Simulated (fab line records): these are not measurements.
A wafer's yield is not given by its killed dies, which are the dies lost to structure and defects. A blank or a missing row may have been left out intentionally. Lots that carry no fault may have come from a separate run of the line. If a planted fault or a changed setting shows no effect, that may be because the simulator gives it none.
Comparing a struck lot with a sound one / flow sky130 / 23 steps out of a route of 708
Sound: the wafers L724.1, L724.4, L724.6. Wafers struck: L717.2, L717.3, L717.4. The cause is given at the end.
Each step with rows lists, per side, the tool, then ch with its chambers, then its first start. Under that, the readings that differ: sound wafers / struck wafers / difference of the means / sigmas: that difference in standard deviations of wafers without a fault.
alike: words and numbers the same on both sides, and readings whose means are apart by under 2 such deviations; not compared: readings that were withheld, readings missing a value for some wafer, numbers with overlapping values and no deviation given by the record, and bounds like >300 which may hide the same value.
Wherever a step has rows on one side only, a row that says differs or no value, or a row with sigmas, the two part there. When numbers do not overlap yet have no deviation, they are printed without sigmas and do not part them. A reading missing from all wafers of one side parts the sides only when that side holds two or more wafers.

first, 8 steps without rows for these wafers: SKY_LDD_N_IMPLANT_08; SKY_LDD_N_IMPLANT_09; SKY_LDD_N_IMPLANT_10; SKY_LDD_N_IMPLANT_11; SKY_LDD_N_IMPLANT_12; SKY_LDD_N_IMPLANT_13; SKY_LDD_N_IMPLANT_14; SKY_LDD_N_IMPLANT_15.
SKY_LDD_N_STRIP_16: strips in O2/N2.
  sound on plasma_asher-04 ch 1, day 23 20:16; struck on plasma_asher-01 ch 0,1, day 21 05:20
reading=drypump_motor_current_A (A); sound=4.9 4.9 4.9; struck=6.2 5.6 6.2; difference=+1.1; sigmas=+3
  alike: oes_product_au, strip_time_to_endpoint_s
  not compared: rf_hours_counter_h
SKY_LDD_N_TW_MEAS_17:
  struck on film_metro-02, day 21 05:26; sound on film_metro-03, day 23 20:22
  alike: LDD_N_TW
then, 2 steps without rows for these wafers: SKY_LDD_P_DEHYDRATE_00 (time 60 s); SKY_LDD_P_HMDS_01 (prime time 60 s).
SKY_LDD_P_COAT_02: resist thk 1140 nm.
  sound on litho_track-01 ch 0, day 24 10:27; struck on litho_track-02 ch 0, day 21 20:19
reading=model.NOVOLAK_of_LDD_P_COAT_02.thk_nm (nm); sound=1143 1144 1144; struck=1097 1099 1099; difference=-45; sigmas=
  alike: resist_line_temp_C
then, 3 steps without rows for these wafers: SKY_LDD_P_SOFTBAKE_03 (time 60 s); SKY_LDD_P_EXPOSE_04 (exposes mask PSDM, target cd 380 nm); SKY_LDD_P_PEB_05.
SKY_LDD_P_DEVELOP_06: develop time 60 s.
  sound on litho_track-02 ch 0, day 24 23:44; struck on litho_track-01 ch 0, day 22 11:26
reading=model.NOVOLAK_of_LDD_P_COAT_02.thk_nm (nm); sound=1142 1144 1143; struck=1096 1098 1099; difference=-45; sigmas=
  alike: resist_line_temp_C
SKY_LDD_P_CD_MEAS_07: target cd 380 nm.
  struck on cd_sem-01, day 22 11:34; sound on cd_sem-01, day 24 23:53
reading=cd_nm (nm); sound=376.7 378.7 377.7; struck=387.0 385.5 386.9; difference=+8.8; sigmas=+3
SKY_LDD_P_OVL_MEAS_08:
  struck on overlay-01, day 22 11:41; sound on overlay-02, day 25 00:01
  alike: LDD_P_OVL
following that, these wafers have no rows for 1 step: SKY_LDD_P_IMPLANT_09.
SKY_LDD_P_STRIP_10: strips in O2/N2.
  sound on plasma_asher-03 ch 0,1, day 25 00:11; struck on plasma_asher-01 ch 0,1, day 22 11:52
reading=strip_time_to_endpoint_s (s); sound=14.19 14.22 14.24; struck=13.67 13.68 13.71; difference=-0.53; sigmas=-14
  alike: drypump_motor_current_A, oes_product_au
  not compared: rf_hours_counter_h
SKY_LDD_P_TW_MEAS_11:
  struck on film_metro-04, day 22 11:58; sound on film_metro-03, day 25 00:17
  alike: LDD_P_TW
following that, these wafers have no rows for 1 step: SKY_PAD_OPEN_PROBE_99.

WHERE THEY PART
Last at SKY_LDD_P_STRIP_10 as far as this record goes, first at SKY_LDD_N_STRIP_16. Later steps at which nothing parts them and some readings are alike: SKY_LDD_P_TW_MEAS_11.

WHY: the cause the simulator had injected
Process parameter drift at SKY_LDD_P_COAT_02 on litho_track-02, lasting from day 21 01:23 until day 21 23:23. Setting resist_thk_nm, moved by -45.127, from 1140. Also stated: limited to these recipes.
